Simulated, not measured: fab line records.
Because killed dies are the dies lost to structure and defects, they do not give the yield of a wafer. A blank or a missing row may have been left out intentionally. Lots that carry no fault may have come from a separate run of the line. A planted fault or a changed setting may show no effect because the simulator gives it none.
Which tool did it? || flow sky130 || 30 wafers from 10 lots sampled at 5 of the route's 708 steps

WHAT EACH GAUGE READ, for each wafer
SKY_CAPM_RS_MEAS_03: measurement is done with a four-point probe.
{"lot": "L637", "measured": "day 37 08:49", "on": "film metro-01", "CAPM_TIN_RS (ohm/sq)": "6.91 6.97 6.92"}
{"lot": "L638", "measured": "day 37 11:02", "on": "film metro-03", "CAPM_TIN_RS (ohm/sq)": "6.77 6.94 6.92"}
{"lot": "L640", "measured": "day 37 11:29", "on": "film metro-04", "CAPM_TIN_RS (ohm/sq)": "6.88 6.71 6.76"}
{"lot": "L642", "measured": "day 39 08:46", "on": "film metro-01", "CAPM_TIN_RS (ohm/sq)": "6.88 7.03 6.96"}
{"lot": "L643", "measured": "day 39 11:04", "on": "film metro-03", "CAPM_TIN_RS (ohm/sq)": "6.95 6.80 7.03"}
{"lot": "L647", "measured": "day 39 17:55", "on": "film metro-01", "CAPM_TIN_RS (ohm/sq)": "6.93 6.81 6.84"}
{"lot": "L656", "measured": "day 42 09:58", "on": "film metro-03", "CAPM_TIN_RS (ohm/sq)": "6.24 6.55 6.43 6.24 6.55 6.41"}
{"lot": "L657", "measured": "day 42 12:38", "on": "film metro-01", "CAPM_TIN_RS (ohm/sq)": "6.20 6.48 6.37 6.19 6.50 6.38"}
{"lot": "L659", "measured": "day 43 00:20", "on": "film metro-01", "CAPM_TIN_RS (ohm/sq)": "6.88 6.92 6.90"}
{"lot": "L660", "measured": "day 43 06:55", "on": "film metro-04", "CAPM_TIN_RS (ohm/sq)": "6.99 6.91 6.87"}

EACH LOT AND THE TOOL THAT RAN IT (in order: tool; ch and the chambers of the sampled wafers; start)
{"lot": "L637", "SKY_VIA2_ETCH_15": "rie diel-02 ch 1,2,3, day 37 07:04", "SKY_VIA2_CVD_21": "cvd w-02 ch 0,1, day 37 07:52", "SKY_VIA2_CMP_24": "cmp-01 ch 0,3, day 37 08:11", "SKY_CAPM_SPUTTER_02": "pvd sputter-02, day 37 08:40"}
{"lot": "L638", "SKY_VIA2_ETCH_15": "rie diel-03 ch 2,3, day 37 09:22", "SKY_VIA2_CVD_21": "cvd w-02 ch 0,1, day 37 10:05", "SKY_VIA2_CMP_24": "cmp-02 ch 0,2,3, day 37 10:23", "SKY_CAPM_SPUTTER_02": "pvd sputter-02, day 37 10:56"}
{"lot": "L640", "SKY_VIA2_ETCH_15": "rie diel-04 ch 0,1, day 37 09:43", "SKY_VIA2_CVD_21": "cvd w-01 ch 0,1, day 37 10:31", "SKY_VIA2_CMP_24": "cmp-01 ch 0,1,3, day 37 10:53", "SKY_CAPM_SPUTTER_02": "pvd sputter-04, day 37 11:19"}
{"lot": "L642", "SKY_VIA2_ETCH_15": "rie diel-03 ch 1,2,3, day 39 06:55", "SKY_VIA2_CVD_21": "cvd w-02 ch 0,1, day 39 07:39", "SKY_VIA2_CMP_24": "cmp-01 ch 0,1,3, day 39 08:01", "SKY_CAPM_SPUTTER_02": "pvd sputter-02, day 39 08:39"}
{"lot": "L643", "SKY_VIA2_ETCH_15": "rie diel-04 ch 0,1,3, day 39 08:10", "SKY_VIA2_CVD_21": "cvd w-02 ch 0,1, day 39 08:53", "SKY_VIA2_CMP_24": "cmp-01 ch 1,2,3, day 39 09:15", "SKY_CAPM_SPUTTER_02": "pvd sputter-04, day 39 10:57"}
{"lot": "L647", "SKY_VIA2_ETCH_15": "rie diel-04 ch 0,2,3, day 39 16:13", "SKY_VIA2_CVD_21": "cvd w-01 ch 0,1, day 39 16:56", "SKY_VIA2_CMP_24": "cmp-01 ch 0,2,3, day 39 17:18", "SKY_CAPM_SPUTTER_02": "pvd sputter-03, day 39 17:47"}
{"lot": "L656", "SKY_VIA2_ETCH_15": "rie diel-02 ch 0,1,3, day 42 07:52", "SKY_VIA2_CVD_21": "cvd w-01 ch 0,1, day 42 09:01", "SKY_VIA2_CMP_24": "cmp-02 ch 0,2,3, day 42 09:23", "SKY_CAPM_SPUTTER_02": "pvd sputter-02, day 42 09:52"}
{"lot": "L657", "SKY_VIA2_ETCH_15": "rie diel-04 ch 1,2,3, day 42 10:16", "SKY_VIA2_CVD_21": "cvd w-02 ch 0,1, day 42 11:31", "SKY_VIA2_CMP_24": "cmp-02 ch 0,1,2, day 42 12:02", "SKY_CAPM_SPUTTER_02": "pvd sputter-02, day 42 12:28"}
{"lot": "L659", "SKY_VIA2_ETCH_15": "rie diel-04 ch 1,3, day 42 22:37", "SKY_VIA2_CVD_21": "cvd w-01 ch 0,1, day 42 23:22", "SKY_VIA2_CMP_24": "cmp-01 ch 1,2,3, day 42 23:44", "SKY_CAPM_SPUTTER_02": "pvd sputter-03, day 43 00:13"}
{"lot": "L660", "SKY_VIA2_ETCH_15": "rie diel-03 ch 0,2,3, day 43 05:13", "SKY_VIA2_CVD_21": "cvd w-01 ch 0,1, day 43 05:56", "SKY_VIA2_CMP_24": "cmp-01 ch 0,3, day 43 06:17", "SKY_CAPM_SPUTTER_02": "pvd sputter-04, day 43 06:47"}
- SKY_VIA2_ETCH_15: etches SiO2 in C4F8/O2/Ar, stops on TiN, target depth 546 nm, time 84 s.
- SKY_VIA2_CVD_21: deposits W, target thk 420 nm, time 126.4 s.
- SKY_VIA2_CMP_24: polishes, stops on SiO2, t overpolish 20 s, target thk 0 nm.
- SKY_CAPM_SPUTTER_02: material TiN, target thk 200 nm, time 166.7 s.

THE ANSWER, worked out from the rows above alone
Rule: what is usual is taken from the lots themselves. Put in order of their means at a reading, lots are off if they are a third of the lots or fewer, leave a main group of 4 or more, and stand apart from it by a gap of 3 or more times the standard deviation of the main group's means; of several such gaps the widest counts. Not used: any main group whose means are identical at the precision the tables above print for the reading. Also off: a lot with no number at a reading for which 4 or more lots have one. Any other lot the step has rows for is counted as sound.
Off: L656, L657, seen at SKY_CAPM_RS_MEAS_03 (CAPM_TIN_RS). The main group has a mean of 6.90 ohm/sq with a standard deviation of 0.051.
If a tool, at a process step before that reading, ran all the lots that are off and no sound lot after the first of them, it fits. Those tools and the gauges at SKY_CAPM_RS_MEAS_03 are tried in the same way. 2 tools fit, cmp-02 at SKY_VIA2_CMP_24 and pvd sputter-02 at SKY_CAPM_SPUTTER_02, so this cannot tell which one it is.

WHAT THE SIMULATOR HAD INSERTED
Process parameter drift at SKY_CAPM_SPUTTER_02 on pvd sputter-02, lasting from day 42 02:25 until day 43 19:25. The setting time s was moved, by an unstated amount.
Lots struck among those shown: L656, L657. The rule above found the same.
